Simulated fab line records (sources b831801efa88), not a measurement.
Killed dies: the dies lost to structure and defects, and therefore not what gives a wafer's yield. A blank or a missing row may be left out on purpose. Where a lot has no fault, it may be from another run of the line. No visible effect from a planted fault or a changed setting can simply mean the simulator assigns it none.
Chamber matching / flow sky130 / SKY_VIA4_CMP_21 on cmp-02: 4 sister chambers
The step polishes, stops on SiO2, t overpolish 25 s, target thk 0 nm. 4 wafers are shown with their chamber, then 12 later ones without.

== EACH WAFER AND ITS CHAMBER ==
wafer=L863.2; chamber=1; motor-current-A (A)=10.1
wafer=L867.4; chamber=2; motor-current-A (A)=11.0
wafer=L868.5; chamber=3; motor-current-A (A)=12.3
wafer=L868.6; chamber=0; motor-current-A (A)=11.8

== WAFERS WITHOUT THEIR CHAMBER ==
wafer=L869.1; motor-current-A (A)=11.2
wafer=L869.3; motor-current-A (A)=11.3
wafer=L869.6; motor-current-A (A)=10.4
wafer=L870.1; motor-current-A (A)=11.8
wafer=L870.4; motor-current-A (A)=9.9
wafer=L870.5; motor-current-A (A)=11.2
wafer=L871.1; motor-current-A (A)=11.1
wafer=L871.2; motor-current-A (A)=13.3
wafer=L871.3; motor-current-A (A)=11.3
wafer=L874.1; motor-current-A (A)=10.5
wafer=L874.4; motor-current-A (A)=11.6
wafer=L874.6; motor-current-A (A)=12.0

== WHICH CHAMBER EACH WENT THROUGH ==
wafer=L869.1; from the rows above=can't be placed: 2 or 0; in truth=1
wafer=L869.3; from the rows above=can't be placed: 2 or 0 or 3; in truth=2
wafer=L869.6; from the rows above=can't be placed: 1 or 2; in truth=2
wafer=L870.1; from the rows above=can't be placed: 0 or 3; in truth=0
wafer=L870.4; from the rows above=1; in truth=1
wafer=L870.5; from the rows above=can't be placed: 2 or 0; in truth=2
wafer=L871.1; from the rows above=can't be placed: 2 or 0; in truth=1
wafer=L871.2; from the rows above=can't be placed: 3 or 0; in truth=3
wafer=L871.3; from the rows above=can't be placed: 2 or 0 or 3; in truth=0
wafer=L874.1; from the rows above=can't be placed: 1 or 2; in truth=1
wafer=L874.4; from the rows above=can't be placed: 0 or 2 or 3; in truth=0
wafer=L874.6; from the rows above=can't be placed: 0 or 3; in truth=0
1 of 12 placed correctly. Not placeable from these rows: 11 (in 9, the candidates include the true chamber). 0 placed wrongly.
How it was worked out, from the rows above alone: a wafer's distance from a chamber is the root of the sum, over the readings, of the square of ((its reading less the chamber's mean) divided by the reading's scatter). If the next closest chamber is less than 2 further off than the closest, the wafer can't be placed; otherwise it belongs to the closest. The mean given for a chamber averages the wafers shown for that chamber. The scatter: root of mean squared gap, hidden wafer to nearest shown wafer, with one shown wafer a chamber.
